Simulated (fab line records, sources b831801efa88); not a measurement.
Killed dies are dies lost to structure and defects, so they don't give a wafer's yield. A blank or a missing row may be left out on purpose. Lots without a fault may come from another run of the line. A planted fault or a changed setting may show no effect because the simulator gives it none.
fab line records | flow sky130
record lots=12 wafers=36 last_day=50
route steps=708 shown METAL4@602 VIA4@642 METAL5@664 PAD_OPEN@708
lots that met no fault: from a run of the same line without faults
start_h: hours from the record's first day to the start of the lot's first wafer shown | wait_h: hours since the lot's step before | " the same as in the row above | L1.1+2: a row that stands for several wafers | - no value, or no start given | * or withheld: withheld | < > ~ a bound
route shown NAME@n: a module of which the file shows steps, and the number in the route of the first | usual: mean/standard deviation of fault-free wafers | same: alike in all rows | chamber/n: place in a boat | sites: the reading at each site | _std_site: their standard deviation | _edge_site: outer sites' mean less inner sites' | radius_mm: how far each site lies from the wafer's centre | mask NAME#n: copy n | behind: the tool/chamber that last shaped the wafer | hold: why the lot was held/for how many hours/how that ended | device: the transistor (n, p or np) that didn't switch | end of line: the same wafers' tests at the end of the route | a step without rows: its recipe alone | killed: dies lost to structure and defects at the first sort, not the wafer's yield | map: a wafer's dies, x killed, . not, _ none there
set.NAME: the setting as run; set.NAME@STEP: as run at that earlier step | model.NAME: the simulator's own value behind a step, which no gauge read
steps of the route over a sample of lots; a table a step, a row a wafer
services: from which hour (start_h, from the record's first day; less than 0 if before it) a tool's chamber was out of use, for how many hours, and why
## steps
# step SKY_METAL4_SPUTTER_04
# recipe material=TiN target_thk_nm=70 power_w=6500 time_s=58.3 chamber_pressure_pa=0.4
# usual throttle_valve_pct=29.8/0.88
# columns lot.wafer tool chamber start_h wait_h throttle_valve_pct
L940.1 pvd_sputter-04 - 921.02 0.0 30.1
L940.3 " - " " 29.8
L940.5 " - " " 27.7
L941.1 pvd_sputter-01 - 923.62 0.0 30.9
L941.3 " - " " 30.4
L941.5 " - " " 29.3
L942.2 pvd_sputter-04 - 940.26 0.0 28.2
L942.3 " - " " 30.0
L942.4 " - " " 29.9
L944.2 pvd_sputter-04 - 953.04 0.0 28.0
L944.3 " - " " 30.3
L944.4 " - " " 29.5
L950.3 pvd_sputter-01 - 1019.39 0.0 28.5
L950.5 " - " " 30.8
L950.6 " - " " 28.6
L953.2 pvd_sputter-02 - 1027.47 0.0 30.5
L953.3 " - " " 30.3
L953.5 " - " " 30.9
L952.1 pvd_sputter-01 - 1028.11 0.0 30.5
L952.2 " - " " 28.6
L952.6 " - " " 30.5
L956.1 pvd_sputter-02 - 1040.18 0.0 30.8
L956.3 " - " " 29.2
L956.5 " - " " 30.3
L959.3 pvd_sputter-04 - 1055.27 0.0 29.9
L959.4 " - " " 27.9
L959.5 " - " " 28.0
L960.1 pvd_sputter-02 - 1065.28 0.0 30.7
L960.2 " - " " 29.4
L960.6 " - " " 29.3
L961.1 pvd_sputter-02 - 1068.88 0.0 29.4
L961.2 " - " " 30.5
L961.4 " - " " 30.6
L962.1 pvd_sputter-02 - 1071.36 0.0 30.5
L962.2 " - " " 29.4
L962.3 " - " " 30.7
# step SKY_VIA4_BOW_MEAS_03
# recipe mode=bow
# usual VIA4_BOW=79/8.9
# columns lot.wafer tool chamber start_h wait_h VIA4_BOW[um]
L940.1 film_metro-04 - 972.17 0.2 67
L940.3 " - " " 85
L940.5 " - " " 75
L941.1 film_metro-04 - 974.17 0.2 78
L941.3 " - " " 78
L941.5 " - " " 76
L942.2 film_metro-04 - 990.66 0.3 76
L942.3 " - " " 57
L942.4 " - " " 64
L944.2 film_metro-03 - 1002.19 0.3 67
L944.3 " - " " 72
L944.4 " - " " 70
L950.3 film_metro-04 - 1065.92 0.1 79
L950.5 " - " " 81
L950.6 " - " " 76
L953.2 film_metro-03 - 1073.21 0.1 72
L953.3 " - " " 69
L953.5 " - " " 70
L952.1 film_metro-03 - 1074.12 0.1 86
L952.2 " - " " 95
L952.6 " - " " 62
L956.1 film_metro-04 - 1084.45 0.1 77
L956.3 " - " " 86
L956.5 " - " " 75
L959.3 film_metro-01 - 1098.31 0.1 79
L959.4 " - " " 73
L959.5 " - " " 74
L960.1 film_metro-03 - 1110.58 0.1 85
L960.2 " - " " 76
L960.6 " - " " 76
L961.1 film_metro-04 - 1112.05 0.2 70
L961.2 " - " " 79
L961.4 " - " " 78
L962.1 film_metro-04 - 1115.59 0.1 92
L962.2 " - " " 100
L962.3 " - " " 99
# step SKY_METAL5_SPUTTER_03
# recipe material=Ti target_thk_nm=5 power_w=3000 time_s=3.3 chamber_pressure_pa=0.4
# usual throttle_valve_pct=29.5/1
# columns lot.wafer tool chamber start_h wait_h throttle_valve_pct
L940.1 pvd_sputter-02 - 996.76 0.0 29.4
L940.3 " - " " 30.7
L940.5 " - " " 30.9
L941.1 pvd_sputter-01 - 999.11 0.0 28.5
L941.3 " - " " 29.6
L941.5 " - " " 29.7
L942.2 pvd_sputter-03 - 1014.25 0.0 28.3
L942.3 " - " " 29.8
L942.4 " - " " 28.7
L944.2 pvd_sputter-02 - 1026.11 0.0 30.7
L944.3 " - " " 29.4
L944.4 " - " " 30.6
L950.3 pvd_sputter-02 - 1088.74 0.0 30.8
L950.5 " - " " 29.2
L950.6 " - " " 30.7
L953.2 pvd_sputter-03 - 1094.57 0.0 28.5
L953.3 " - " " 28.2
L953.5 " - " " 28.3
L952.1 pvd_sputter-03 - 1095.55 0.0 30.0
L952.2 " - " " 28.1
L952.6 " - " " 28.3
L956.1 pvd_sputter-03 - 1110.10 0.0 28.4
L956.3 " - " " 28.3
L956.5 " - " " 28.5
L959.3 pvd_sputter-01 - 1119.89 0.0 29.5
L959.4 " - " " 30.4
L959.5 " - " " 30.4
L960.1 pvd_sputter-01 - 1129.31 0.0 30.6
L960.2 " - " " 29.5
L960.6 " - " " 29.4
L961.1 pvd_sputter-02 - 1132.55 0.0 30.7
L961.2 " - " " 30.9
L961.4 " - " " 31.0
L962.1 pvd_sputter-02 - 1135.16 0.0 30.1
L962.2 " - " " 30.8
L962.3 " - " " 30.8
# step SKY_METAL5_STRIP_16
# recipe chemistry=O2/N2 power_w=1400 pressure_mtorr=1500 platen_temp_c=withheld o2_flow_sccm=3000 n2_flow_sccm=300 overash_fraction=0.5
# usual drypump_motor_current_A=6.02/0.23 oes_product_au=0.711/0.0046 strip_time_to_endpoint_s=13.50/0.17
# same overash_fraction=0.5
# columns lot.wafer tool chamber start_h wait_h drypump_motor_current_A oes_product_au rf_hours_counter_h strip_time_to_endpoint_s
L940.1 plasma_asher-04 0 1020.32 0.2 5.99 0.715 24 13.27
L940.3 " 1 " " 6.29 0.707 - 13.35
L940.5 " 0 " " 6.00 0.707 - 13.64
L941.1 plasma_asher-01 0 1022.03 0.2 6.15 0.710 120 13.66
L941.3 " 0 " " 6.14 0.711 - 13.29
L941.5 " 0 " " 6.15 0.711 - 13.26
L942.2 plasma_asher-01 1 1037.29 0.2 6.10 0.706 121 13.27
L942.3 " 1 " " 6.08 0.710 - 13.25
L942.4 " 0 " " 6.14 0.716 - 13.70
L944.2 plasma_asher-04 1 1048.28 0.2 6.27 0.719 27 13.39
L944.3 " 0 " " 6.02 0.707 - 13.42
L944.4 " 1 " " 6.27 0.707 - 13.70
L950.3 plasma_asher-01 1 1108.72 0.1 6.04 0.712 - 13.67
L950.5 " 0 " " 6.13 0.713 - 13.77
L950.6 " 1 " " 6.05 0.719 - 13.41
L953.2 plasma_asher-02 1 1113.18 0.2 5.54 0.712 69 13.51
L953.3 " 1 " " 5.57 0.710 - 13.44
L953.5 " 0 " " 5.93 0.708 - 13.73
L952.1 plasma_asher-04 0 1113.69 0.2 6.04 0.715 34 13.63
L952.2 " 1 " " 6.31 0.709 34 13.38
L952.6 " 1 " " 6.30 0.704 - 13.63
L956.1 plasma_asher-02 0 1128.17 0.2 5.89 0.711 70 13.75
L956.3 " 1 " " 5.55 0.708 - 13.34
L956.5 " 1 " " 5.54 0.711 - 13.75
L959.3 plasma_asher-04 1 1139.49 0.3 6.31 0.712 - 13.54
L959.4 " 0 " " 6.02 0.712 - 13.44
L959.5 " 0 " " 5.99 0.702 - 13.50
L960.1 plasma_asher-02 1 1148.48 0.2 5.55 0.707 72 13.25
L960.2 " 0 " " 5.88 0.715 72 13.56
L960.6 " 1 " " 5.53 0.703 - 13.60
L961.1 plasma_asher-04 0 1151.17 0.2 6.03 0.712 37 13.48
L961.2 " 1 " " 6.30 0.712 37 13.33
L961.4 " 1 " " 6.30 0.717 - 13.27
L962.1 plasma_asher-04 0 1153.88 0.2 6.03 0.713 37 13.68
L962.2 " 1 " " 6.29 0.707 37 13.37
L962.3 " 1 " " 6.28 0.717 - 13.26
# step SKY_PAD_OPEN_PROBE_99
# usual defect_limited_yield=82.5/1.9 killed_at_M0_to_M3=44/7.3 killed_at_M4_up=3.1/1.9 killed_at_contacts=24/5.3 killed_at_front_end=15/4 killed_at_other=0.4/0.6 killed_dies=86/9.2 killed_open=47/6.9 killed_short=39/6.9 sort_bin_3_pad_short=0.8/0.41 sort_bin_5_function=10.6/1.5 sort_bin_6_memory=6.1/1.1 sort_n_pass=406/9.2 sort_yield_pct=82.5/1.9
# same gross_dies=492 killed_at_back_side=0 sort_bin_4_leakage[%]=0 sort_bin_8_speed[%]=0
# columns lot.wafer tool chamber start_h wait_h defect_limited_yield[%] killed_at_M0_to_M3 killed_at_M4_up killed_at_contacts killed_at_front_end killed_at_other killed_dies killed_open killed_short sort_bin_3_pad_short[%] sort_bin_5_function[%] sort_bin_6_memory[%] sort_n_pass sort_yield_pct[%]
L940.1 prober-02 - 1067.73 0.1 80.9 43 6 27 16 2 94 44 49 0.8 10.4 7.9 398 80.9
L940.3 prober-02 - 1067.83 0.2 79.5 61 4 22 14 0 101 53 48 0.6 12.8 7.1 391 79.5
L940.5 prober-02 - 1067.93 0.2 82.1 50 3 17 18 0 88 44 44 0.6 10.0 7.3 404 82.1
L944.2 prober-02 - 1094.58 0.1 85.6 41 4 15 10 1 71 35 35 1.0 7.7 5.7 421 85.6
L944.3 prober-02 - 1094.63 0.2 84.6 32 2 28 13 1 76 36 39 1.0 7.7 6.7 416 84.6
L944.4 prober-02 - 1094.68 0.2 85.8 35 3 18 13 1 70 34 34 0.8 8.1 5.3 422 85.8
L950.3 prober-01 - 1146.79 0.2 70.9 55 58 17 13 0 143 40 47 2.6 20.1 6.3 349 70.9
L950.5 prober-01 - 1146.89 0.2 71.1 48 61 21 12 0 142 37 49 3.7 17.5 7.7 350 71.1
L950.6 prober-01 - 1146.94 0.2 74.8 30 57 19 18 0 124 41 29 3.3 14.8 7.1 368 74.8
L952.1 prober-01 - 1154.72 0.1 77.6 43 36 20 11 0 110 43 33 3.3 13.8 5.3 382 77.6
L952.2 prober-01 - 1154.77 0.1 73.2 42 55 21 14 0 132 47 33 2.4 17.7 6.7 360 73.2
L952.6 prober-01 - 1154.97 0.2 73.0 35 63 18 16 1 133 30 41 4.1 15.9 7.1 359 73.0
L953.2 prober-02 - 1154.76 0.1 84.6 46 3 17 10 0 76 48 28 0.4 9.3 5.7 416 84.6
L953.3 prober-02 - 1154.81 0.2 82.1 37 7 30 14 0 88 42 46 0.6 11.0 6.3 404 82.1
L953.5 prober-02 - 1154.91 0.2 86.0 38 3 12 16 0 69 35 34 1.0 8.9 4.1 423 86.0
L956.1 prober-02 - 1167.40 0.1 81.9 47 0 28 13 1 89 52 37 0.2 10.6 7.3 403 81.9
L956.3 prober-02 - 1167.50 0.2 81.3 52 3 26 11 0 92 57 35 1.0 9.8 7.9 400 81.3
L956.5 prober-02 - 1167.60 0.2 85.2 32 2 25 14 0 73 46 27 0.4 9.8 4.7 419 85.2
L959.3 prober-02 - 1178.19 0.2 83.1 50 3 16 14 0 83 47 35 0.6 9.6 6.7 409 83.1
L959.4 prober-02 - 1178.24 0.2 86.0 37 2 19 11 0 69 33 36 1.2 7.1 5.7 423 86.0
L959.5 prober-02 - 1178.29 0.2 83.5 46 3 26 6 0 81 58 22 0.2 10.0 6.3 411 83.5
L960.1 prober-02 - 1186.10 0.1 81.5 36 1 34 20 0 91 49 41 1.2 10.2 7.1 401 81.5
L960.2 prober-02 - 1186.15 0.1 82.9 39 3 22 20 0 84 46 38 0.6 8.3 8.1 408 82.9
L960.6 prober-02 - 1186.35 0.2 81.9 37 4 32 16 0 89 56 33 0.8 11.6 5.7 403 81.9
# killed by level:class
L940.1 LI_CONTACT:geometric_particle:open=8 FIELD_ISO:geometric_particle:open=7 VIA2:geometric_particle:open=7 CONTACT:geometric_particle:open=6 CONTACT:geometric_particle:short=6 VIA3:geometric_particle:short=6 METAL1:geometric_particle:short=5 VIA1:geometric_particle:open=5
L940.3 VIA1:geometric_particle:open=14 METAL2:geometric_particle:short=9 CONTACT:geometric_particle:open=8 VIA2:geometric_particle:open=7 METAL3:geometric_particle:short=7 LI_CONTACT:geometric_particle:open=6 VIA2:geometric_particle:short=6 VIA3:geometric_particle:open=5
L940.5 VIA1:geometric_particle:open=9 VIA2:geometric_particle:open=9 VIA1:geometric_particle:short=8 CONTACT:geometric_particle:short=6 METAL1:geometric_particle:short=6 LI_CONTACT:geometric_particle:open=5 VIA3:geometric_particle:open=5 FIELD_ISO:geometric_particle:short=4
L944.2 VIA1:geometric_particle:open=10 FIELD_ISO:geometric_particle:short=6 LI_CONTACT:geometric_particle:open=6 VIA3:geometric_particle:open=6 LOCAL_INTERCONNECT:geometric_particle:short=5 METAL2:geometric_particle:short=5 METAL1:geometric_particle:short=4 VIA1:geometric_particle:short=4
L944.3 CONTACT:geometric_particle:short=9 CONTACT:geometric_particle:open=9 VIA1:geometric_particle:open=6 VIA1:geometric_particle:short=6 FIELD_ISO:geometric_particle:open=5 LI_CONTACT:geometric_particle:open=5 VIA2:geometric_particle:open=5 METAL1:geometric_particle:short=4
L944.4 CONTACT:geometric_particle:open=9 VIA1:geometric_particle:open=9 METAL1:geometric_particle:short=6 VIA2:geometric_particle:open=6 METAL2:geometric_particle:short=5 FIELD_ISO:geometric_particle:short=4 POLY_GATE:geometric_particle:short=3 LI_CONTACT:geometric_particle:open=3
L950.3 METAL4:unspecified=56 METAL2:geometric_particle:short=13 VIA1:geometric_particle:open=9 VIA1:geometric_particle:short=8 VIA3:geometric_particle:open=6 FIELD_ISO:geometric_particle:open=4 FIELD_ISO:geometric_particle:short=4 LI_CONTACT:geometric_particle:open=4
L950.5 METAL4:unspecified=56 METAL1:geometric_particle:short=7 CONTACT:geometric_particle:short=6 CONTACT:geometric_particle:open=6 METAL2:geometric_particle:short=6 VIA3:geometric_particle:open=5 LI_CONTACT:geometric_particle:open=5 VIA2:geometric_particle:short=5
L950.6 METAL4:unspecified=54 VIA1:geometric_particle:open=8 POLY_GATE:geometric_particle:open=6 CONTACT:geometric_particle:open=6 FIELD_ISO:geometric_particle:short=5 LI_CONTACT:geometric_particle:open=5 VIA1:geometric_particle:short=5 METAL2:geometric_particle:short=4
L952.1 METAL4:unspecified=34 VIA1:geometric_particle:open=9 VIA3:geometric_particle:open=8 CONTACT:geometric_particle:open=6 LI_CONTACT:geometric_particle:open=6 METAL2:geometric_particle:short=6 POLY_GATE:geometric_particle:short=5 CONTACT:geometric_particle:short=4
L953.2 VIA1:geometric_particle:open=13 LI_CONTACT:geometric_particle:open=8 VIA2:geometric_particle:open=7 VIA3:geometric_particle:short=7 FIELD_ISO:geometric_particle:open=5 CONTACT:geometric_particle:open=5 VIA3:geometric_particle:open=5 VIA1:geometric_particle:short=4
L952.2 METAL4:unspecified=51 VIA2:geometric_particle:open=10 VIA1:geometric_particle:open=9 CONTACT:geometric_particle:open=8 CONTACT:geometric_particle:short=6 FIELD_ISO:geometric_particle:open=5 METAL1:geometric_particle:short=5 METAL2:geometric_particle:short=5
L953.3 CONTACT:geometric_particle:open=10 LI_CONTACT:geometric_particle:open=7 CONTACT:geometric_particle:short=6 VIA1:geometric_particle:open=6 METAL2:geometric_particle:short=6 VIA2:geometric_particle:open=6 METAL1:geometric_particle:short=5 FIELD_ISO:geometric_particle:short=4
L953.5 VIA1:geometric_particle:open=7 METAL1:geometric_particle:short=6 VIA3:geometric_particle:open=6 VIA1:geometric_particle:short=5 METAL2:geometric_particle:short=5 CONTACT:geometric_particle:open=4 VIA2:geometric_particle:open=4 FIELD_ISO:geometric_particle:open=3
L952.6 METAL4:unspecified=62 VIA1:geometric_particle:open=7 CONTACT:geometric_particle:open=7 METAL1:geometric_particle:short=7 CONTACT:geometric_particle:short=6 VIA1:geometric_particle:short=5 METAL2:geometric_particle:short=4 FIELD_ISO:geometric_particle:short=3
L956.1 VIA1:geometric_particle:open=15 LI_CONTACT:geometric_particle:open=13 CONTACT:geometric_particle:short=7 METAL1:geometric_particle:open=6 VIA3:geometric_particle:open=6 CONTACT:geometric_particle:open=5 VIA2:geometric_particle:open=5 VIA1:geometric_particle:short=5
L956.3 CONTACT:geometric_particle:open=15 VIA1:geometric_particle:open=14 METAL2:geometric_particle:short=8 VIA2:geometric_particle:open=6 VIA3:geometric_particle:short=6 LI_CONTACT:geometric_particle:open=5 VIA3:geometric_particle:open=5 METAL3:geometric_particle:short=4
L956.5 CONTACT:geometric_particle:open=14 VIA1:geometric_particle:open=10 POLY_GATE:geometric_particle:short=5 FIELD_ISO:geometric_particle:open=4 LI_CONTACT:geometric_particle:open=4 METAL1:geometric_particle:short=4 VIA2:geometric_particle:open=4 VIA3:geometric_particle:open=4
L959.3 VIA2:geometric_particle:open=10 METAL2:geometric_particle:short=8 VIA3:geometric_particle:open=8 CONTACT:geometric_particle:open=7 VIA1:geometric_particle:open=6 VIA2:geometric_particle:short=5 METAL1:geometric_particle:short=5 FIELD_ISO:geometric_particle:open=3
L959.4 METAL2:geometric_particle:short=7 VIA1:geometric_particle:open=6 CONTACT:geometric_particle:open=5 POLY_GATE:geometric_particle:open=4 CONTACT:geometric_particle:short=4 METAL1:geometric_particle:short=4 POLY_GATE:geometric_particle:short=3 LI_CONTACT:geometric_particle:open=3
L959.5 VIA1:geometric_particle:open=14 VIA3:geometric_particle:open=13 CONTACT:geometric_particle:open=12 VIA2:geometric_particle:open=8 LI_CONTACT:geometric_particle:open=5 LOCAL_INTERCONNECT:geometric_particle:short=4 VIA1:geometric_particle:short=4 VIA2:geometric_particle:short=3
L960.1 CONTACT:geometric_particle:open=15 LI_CONTACT:geometric_particle:open=7 VIA1:geometric_particle:open=7 VIA3:geometric_particle:open=7 FIELD_ISO:geometric_particle:open=6 POLY_GATE:geometric_particle:short=6 VIA1:geometric_particle:short=6 LOCAL_INTERCONNECT:geometric_particle:short=4
L960.2 CONTACT:geometric_particle:open=9 VIA1:geometric_particle:open=9 POLY_GATE:geometric_particle:open=8 METAL1:geometric_particle:short=7 POLY_GATE:geometric_particle:short=4 VIA1:geometric_particle:short=4 LOCAL_INTERCONNECT:geometric_particle:short=4 LI_CONTACT:geometric_particle:open=4
L960.6 CONTACT:geometric_particle:open=17 LI_CONTACT:geometric_particle:open=8 METAL1:geometric_particle:short=6 VIA1:geometric_particle:short=6 VIA2:geometric_particle:open=6 VIA1:geometric_particle:open=5 METAL2:geometric_particle:short=5 FIELD_ISO:geometric_particle:open=4
## services
# columns tool chamber start_h hours kind
pvd_sputter-01 - 924.06 0.8 repair
pvd_sputter-03 - 931.83 0.7 repair
pvd_sputter-04 - 942.47 0.9 repair
pvd_sputter-02 - 951.73 0.9 repair
pvd_sputter-04 - 962.60 4.6 repair
pvd_sputter-03 - 965.03 1.2 repair
pvd_sputter-01 0 994.18 - consumable_replace:kit
pvd_sputter-02 1 1027.52 - consumable_replace:kit
pvd_sputter-02 1 1027.52 18.0 scheduled_down
pvd_sputter-02 1 1027.52 18.0 vent_cycle
pvd_sputter-03 - 1035.44 1.0 repair
plasma_asher-01 - 1055.25 9.0 pm
pvd_sputter-01 - 1066.16 3.6 repair
pvd_sputter-01 - 1078.77 29.8 repair
plasma_asher-02 - 1081.92 1.0 repair
pvd_sputter-01 - 1107.82 5.8 repair
pvd_sputter-02 - 1108.51 8.5 repair
plasma_asher-04 - 1113.86 2.3 repair
pvd_sputter-02 0 1128.77 - consumable_replace:kit
pvd_sputter-02 0 1128.77 18.0 scheduled_down
pvd_sputter-02 0 1128.77 18.0 vent_cycle
plasma_asher-02 - 1129.80 4.1 repair
pvd_sputter-02 - 1139.44 15.2 repair
plasma_asher-04 - 1141.20 5.0 repair
## key
first_sign step=SKY_PAD_OPEN_PROBE_99 reading=killed_at_M4_up direction=up sigmas=27 usual=3.1 struck=55
effect step=SKY_PAD_OPEN_PROBE_99 reading=sort_bin_3_pad_short direction=up sigmas=5.8 usual=0.8 struck=3.2
met_at SKY_METAL4_SPUTTER_04
struck_lots L950,L952
not_acting_at SKY_VIA4_BOW_MEAS_03,SKY_METAL5_SPUTTER_03,SKY_METAL5_STRIP_16
onset_between 923.62 1019.39
fault kind=chamber_particle_source tool=pvd_sputter-01 chamber=- onset_h=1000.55 steps=SKY_METAL4_SPUTTER_04 rate_per_visit_cm2=1.0526 end_h=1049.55
